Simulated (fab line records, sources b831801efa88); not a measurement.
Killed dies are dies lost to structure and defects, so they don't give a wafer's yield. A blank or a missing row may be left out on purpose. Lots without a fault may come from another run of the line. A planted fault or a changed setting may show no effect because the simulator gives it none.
fab line records | flow sky130
record lots=12 wafers=34 last_day=49
route steps=708 shown SONOS_ONO@171 POLY_GATE@221 LDD_N@244
lots that met no fault: from a run of the same line without faults
start_h: hours from the record's first day to the start of the lot's first wafer shown | wait_h: hours since the lot's step before | " the same as in the row above | L1.1+2: a row that stands for several wafers | - no value, or no start given | * or withheld: withheld | < > ~ a bound
route shown NAME@n: a module of which the file shows steps, and the number in the route of the first | usual: mean/standard deviation of fault-free wafers | same: alike in all rows | chamber/n: place in a boat | sites: the reading at each site | _std_site: their standard deviation | _edge_site: outer sites' mean less inner sites' | radius_mm: how far each site lies from the wafer's centre | mask NAME#n: copy n | behind: the tool/chamber that last shaped the wafer | hold: why the lot was held/for how many hours/how that ended | device: the transistor (n, p or np) that didn't switch | end of line: the same wafers' tests at the end of the route | a step without rows: its recipe alone | killed: dies lost to structure and defects at the first sort, not the wafer's yield | map: a wafer's dies, x killed, . not, _ none there
set.NAME: the setting as run; set.NAME@STEP: as run at that earlier step | model.NAME: the simulator's own value behind a step, which no gauge read
steps of the route over a sample of lots; a table a step, a row a wafer
services: from which hour (start_h, from the record's first day; less than 0 if before it) a tool's chamber was out of use, for how many hours, and why
## steps
# step SKY_SONOS_ONO_THK_MEAS_03
# recipe reads=Si3N4_of_SONOS_ONO_CVD_02
# usual SONOS_ONO_CVD_02_THK=10.61/0.16
# columns lot.wafer tool chamber start_h wait_h SONOS_ONO_CVD_02_THK[nm]
L295.2 film_metro-03 - 268.33 0.0 10.72
L295.4 " - " " 10.67
L295.5 " - " " 10.68
L296.4 film_metro-02 - 268.35 0.0 10.51
L296.5 " - " " 10.46
L296.6 " - " " 10.52
L297.1 film_metro-03 - 273.72 0.0 10.70
L297.4 " - " " 10.73
L297.5 " - " " 10.76
L299.1 film_metro-03 - 296.35 0.0 10.54
L299.2 " - " " 10.54
L299.6 " - " " 10.63
L301.2 film_metro-01 - 306.95 0.0 10.56
L301.3 " - " " 10.71
L301.4 " - " " 10.49
L303.4 film_metro-03 - 325.60 0.0 10.79
L303.5 " - " " 10.66
L303.6 " - " " 10.71
L306.1 film_metro-03 - 360.90 0.0 10.39
L306.3 " - " " 10.50
L306.5 " - " " 10.47
L307.2 film_metro-03 - 361.96 0.0 10.47
L307.4 " - " " 10.64
L307.5 " - " " 10.53
L308.2 film_metro-03 - 372.86 0.0 10.56
L308.3 " - " " 10.55
L308.5 " - " " 10.61
L309.3 film_metro-03 - 378.02 0.0 10.43
L309.4 " - " " 10.35
L311.2 film_metro-01 - 388.94 0.0 10.75
L311.3 " - " " 10.71
L311.6 " - " " 10.68
L312.3 film_metro-02 - 402.16 0.0 10.54
L312.4 " - " " 10.59
# step SKY_SONOS_ONO_ETCH_15
# recipe target_depth_nm=19.52 chemistry=CHF3/O2 source_w=600 bias_w=200 pressure_mtorr=40 chf3_flow_sccm=50 O2_flow_sccm=5 time_s=7.8
# usual chf3_flow_sccm=50.01/0.15 drypump_motor_current_A=5.8/0.35 oes_product_au=0.992/0.009 rf_fwd_power_W=589/3.1 throttle_valve_pct=8.822/0.0096
# columns lot.wafer tool chamber start_h wait_h chf3_flow_sccm drypump_motor_current_A oes_product_au rf_fwd_power_W rf_hours_counter_h throttle_valve_pct
L295.2 rie_diel-02 2 294.19 0.0 50.05 5.8 1.007 587 122 8.829
L295.4 " 1 " " 50.04 5.6 0.991 586 23 8.830
L295.5 " 3 " " 50.00 5.9 1.004 583 - 8.818
L296.4 rie_diel-04 0 294.43 0.0 50.28 5.6 0.984 585 4 8.813
L296.5 " 1 " " 50.08 6.1 0.991 589 - 8.838
L296.6 " 2 " " 49.93 5.4 0.996 588 - 8.809
L297.1 rie_diel-04 3 301.37 0.0 50.26 6.3 0.978 596 1 8.808
L297.4 " 1 " " 50.11 6.1 0.991 590 41 8.816
L297.5 " 1 " " 50.01 6.1 0.992 587 - 8.825
L299.1 rie_diel-02 0 324.60 0.0 49.96 5.5 0.998 591 54 8.830
L299.2 " 1 " " 50.13 5.6 1.014 589 23 8.820
L299.6 " 0 " " 49.87 5.5 0.994 588 - 8.821
L301.2 rie_diel-03 1 334.81 0.0 49.87 5.8 0.992 594 40 8.841
L301.3 " 3 " " 50.12 6.2 0.988 591 11 8.834
L301.4 " 0 " " 50.33 5.2 0.981 586 84 8.818
L303.4 rie_diel-03 2 353.96 0.0 49.86 6.2 0.982 590 3 8.828
L303.5 " 1 " " 50.04 5.7 1.001 589 - 8.804
L303.6 " 0 " " 49.79 5.2 0.994 587 - 8.835
L306.1 rie_diel-04 2 391.11 0.0 49.83 5.4 0.986 592 7 8.809
L306.3 " 1 " " 50.08 6.1 1.006 588 42 8.818
L306.5 " 1 " " 49.80 6.1 0.997 591 - 8.847
L307.2 rie_diel-03 0 392.50 0.0 49.96 5.2 0.985 586 86 8.815
L307.4 " 3 " " 49.90 6.2 0.990 589 12 8.828
L307.5 " 3 " " 49.78 6.2 0.997 591 - 8.819
L308.2 rie_diel-02 2 402.73 0.0 50.01 5.8 1.002 589 1 8.821
L308.3 " 1 " " 49.92 5.6 1.009 586 25 8.811
L308.5 " 3 " " 49.70 5.9 0.997 586 - 8.815
L309.3 rie_diel-04 3 408.68 0.0 49.97 6.3 0.986 593 3 8.812
L309.4 " 0 " " 50.19 5.6 0.987 589 5 8.816
L311.2 rie_diel-03 1 419.48 0.0 49.86 5.8 0.994 590 42 8.829
L311.3 " 3 " " 50.06 6.2 0.994 586 13 8.813
L311.6 " 2 " " 50.12 6.2 0.985 589 - 8.814
L312.3 rie_diel-04 1 432.31 0.0 50.03 6.1 0.996 587 43 8.830
L312.4 " 3 " " 50.07 6.3 0.984 594 4 8.820
# step SKY_POLY_GATE_COAT_07
# recipe resist=BARC temp_c=withheld time_s=withheld spin_rpm=3000 resist_thk_nm=110
# columns lot.wafer tool chamber start_h wait_h
L295.2+4+5 litho_track-01 0 368.43 0.1
L296.4+5+6 litho_track-04 0 370.15 0.1
L297.1+4+5 litho_track-04 0 378.13 0.1
L299.1+2+6 litho_track-02 0 402.11 0.1
L301.2+3+4 litho_track-02 0 418.54 0.1
L303.4+5+6 litho_track-04 0 434.00 0.1
L306.1+3+5 litho_track-01 0 474.25 0.1
L307.2+4+5 litho_track-02 0 477.04 0.1
L308.2+3+5 litho_track-01 0 487.13 0.1
L309.3+4 litho_track-01 0 490.55 0.1
L311.2+3+6 litho_track-02 0 503.74 0.1
L312.3+4 litho_track-01 0 516.80 0.1
# step SKY_POLY_GATE_ETCH_15
# recipe chemistry=N2/H2 target=BARC ion_energy_ev=200 source_w=500 bias_w=100 pressure_mtorr=30 n2_flow_sccm=100 h2_flow_sccm=200 stop_on=SiO2 time_s=118.5 target_depth_a=1100
# usual drypump_motor_current_A=5.8/0.35 n2_flow_sccm=99.99/0.28 oes_product_au=0.716/0.0047 rf_fwd_power_W=497.6/1.4 throttle_valve_pct=13.213/0.009
# columns lot.wafer tool chamber start_h wait_h drypump_motor_current_A n2_flow_sccm oes_product_au rf_fwd_power_W rf_hours_counter_h throttle_valve_pct
L295.2 rie_diel-04 0 383.12 0.0 5.6 100.01 0.717 497.5 5 13.205
L295.4 " 1 " " 6.1 99.51 0.712 497.1 42 13.218
L295.5 " 2 " " 5.4 100.13 0.715 497.9 - 13.219
L296.4 rie_diel-03 1 384.72 0.0 5.8 99.97 0.716 494.5 41 13.222
L296.5 " 1 " " 5.8 99.78 0.721 495.2 - 13.228
L296.6 " 2 " " 6.3 99.58 0.720 498.8 - 13.210
L297.1 rie_diel-04 3 393.43 0.0 6.3 99.98 0.717 498.5 3 13.217
L297.4 " 1 " " 6.1 100.16 0.715 498.2 42 13.205
L297.5 " 3 " " 6.3 100.06 0.722 498.9 - 13.212
L299.1 rie_diel-03 0 416.62 0.0 5.2 100.26 0.717 496.3 86 13.216
L299.2 " 2 " " 6.2 100.21 0.707 496.8 5 13.229
L299.6 " 0 " " 5.2 100.25 0.716 499.8 - 13.204
L301.2 rie_diel-01 2 434.06 0.0 5.9 99.82 0.721 498.5 13 13.221
L301.3 " 1 " " 5.4 99.92 0.716 499.5 9 13.214
L301.4 " 3 " " 5.8 100.15 0.716 498.7 3 13.203
L303.4 rie_diel-03 1 450.16 0.0 5.8 99.46 0.714 494.9 43 13.211
L303.5 " 2 " " 6.3 99.73 0.721 497.0 - 13.210
L303.6 " 1 " " 5.8 99.48 0.717 496.7 - 13.221
L306.1 rie_diel-01 2 490.82 0.0 5.9 99.73 0.715 498.0 14 13.211
L306.3 " 3 " " 5.8 99.98 0.716 498.6 5 13.229
L306.5 " 0 " " 5.7 100.17 0.718 499.0 - 13.218
L307.2 rie_diel-03 0 493.46 0.0 5.2 100.52 0.710 498.9 87 13.217
L307.4 " 1 " " 5.8 99.98 0.719 499.5 43 13.214
L307.5 " 3 " " 6.2 100.06 0.716 497.0 - 13.225
L308.2 rie_diel-03 0 502.92 0.0 5.2 100.18 0.719 495.3 88 13.202
L308.3 " 3 " " 6.2 100.19 0.710 498.3 14 13.203
L308.5 " 1 " " 5.8 99.64 0.718 500.9 - 13.209
L309.3 rie_diel-01 0 505.81 0.0 5.7 100.21 0.731 497.7 17 13.217
L309.4 " 3 " " 5.8 100.09 0.734 497.1 - 13.196
L311.2 rie_diel-01 1 519.51 0.0 5.4 99.60 0.719 498.8 11 13.209
L311.3 " 3 " " 5.8 100.40 0.716 500.2 5 13.227
L311.6 " 3 " " 5.8 100.54 0.718 500.3 - 13.205
L312.3 rie_diel-01 2 531.91 0.0 5.8 99.74 0.729 497.9 15 13.213
L312.4 " 1 " " 5.4 100.53 0.727 495.9 11 13.214
# step SKY_LDD_N_OVL_MEAS_07
# usual LDD_N_OVL=-0.4/1.4
# columns lot.wafer tool chamber start_h wait_h LDD_N_OVL[nm]
L295.2 overlay-01 - 414.15 0.1 1.1
L295.4 " - " " 0.3
L295.5 " - " " 0.1
L296.4 overlay-01 - 416.91 0.1 -1.7
L296.5 " - " " -2.2
L296.6 " - " " -3.1
L297.1 overlay-02 - 426.70 0.1 -0.4
L297.4 " - " " 1.8
L297.5 " - " " -0.1
L299.1 overlay-01 - 449.79 0.1 -1.3
L299.2 " - " " -2.2
L299.6 " - " " -0.3
L301.2 overlay-01 - 467.08 0.1 -0.6
L301.3 " - " " -0.8
L301.4 " - " " -1.9
L303.4 overlay-02 - 482.74 0.1 0.8
L303.5 " - " " 1.2
L303.6 " - " " 0.8
L306.1 overlay-02 - 523.15 0.1 -2.1
L306.3 " - " " -0.5
L306.5 " - " " 0.5
L307.2 overlay-01 - 525.96 0.1 -0.9
L307.4 " - " " 0.9
L307.5 " - " " 0.9
L308.2 overlay-02 - 536.98 0.1 -0.6
L308.3 " - " " 1.5
L308.5 " - " " 1.9
L309.3 overlay-02 - 539.29 0.1 -1.4
L309.4 " - " " -2.0
L311.2 overlay-01 - 550.89 0.1 -0.5
L311.3 " - " " 0.6
L311.6 " - " " 0.6
L312.3 overlay-01 - 563.96 0.1 1.9
L312.4 " - " " 0.6
## services
# columns tool chamber start_h hours kind
litho_track-02 - 275.68 - consumable_replace:filter
rie_diel-02 2 318.20 - clean
rie_diel-02 2 318.20 14.9 scheduled_down
rie_diel-02 2 318.20 14.9 vent_cycle
rie_diel-03 0 324.88 6.0 repair
rie_diel-03 - 327.65 2.3 repair
rie_diel-01 3 328.86 8.3 repair
rie_diel-04 - 353.73 15.6 pm
rie_diel-03 2 359.04 6.0 repair
rie_diel-02 - 381.10 0.3 repair
rie_diel-01 2 440.81 7.2 repair
rie_diel-02 - 452.52 14.6 pm
rie_diel-03 - 452.73 28.1 pm
rie_diel-01 2 452.91 6.2 repair
rie_diel-01 0 464.20 2.3 repair
rie_diel-01 2 476.11 5.0 repair
rie_diel-02 3 495.73 12.1 repair
rie_diel-01 1 502.12 6.7 repair
rie_diel-03 0 509.10 6.4 repair
rie_diel-02 2 511.66 8.4 repair
rie_diel-03 0 520.96 - clean
rie_diel-03 0 520.96 26.2 scheduled_down
rie_diel-03 0 520.96 26.2 vent_cycle
## key
first_sign step=SKY_POLY_GATE_ETCH_15 reading=oes_product_au direction=up sigmas=3 usual=0.716 struck=0.730
effect none on later readings
met_at SKY_POLY_GATE_COAT_07
struck_lots L309,L312
struck_wafers L309.3,L309.4,L312.3,L312.4
tester_left_out L309,L312
not_acting_at SKY_SONOS_ONO_THK_MEAS_03,SKY_SONOS_ONO_ETCH_15,SKY_LDD_N_OVL_MEAS_07
onset_between 487.13 490.55
fault kind=process_parameter_drift tool=litho_track-01 chamber=- onset_h=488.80 steps=SKY_POLY_GATE_COAT_07 channel=resist_thk_nm offset=6.0185 shape=step end_h=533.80 scope=struck_wafers_only acts_in=these_recipes_only stated=110
# tester_left_out: of these lots the tester's yield and bins aren't shown, on N5 and GAA mostly nor the transistor test; their killed dies are dies lost to structure and defects alone, not to doping, threshold or leakage, so they don't give the yield
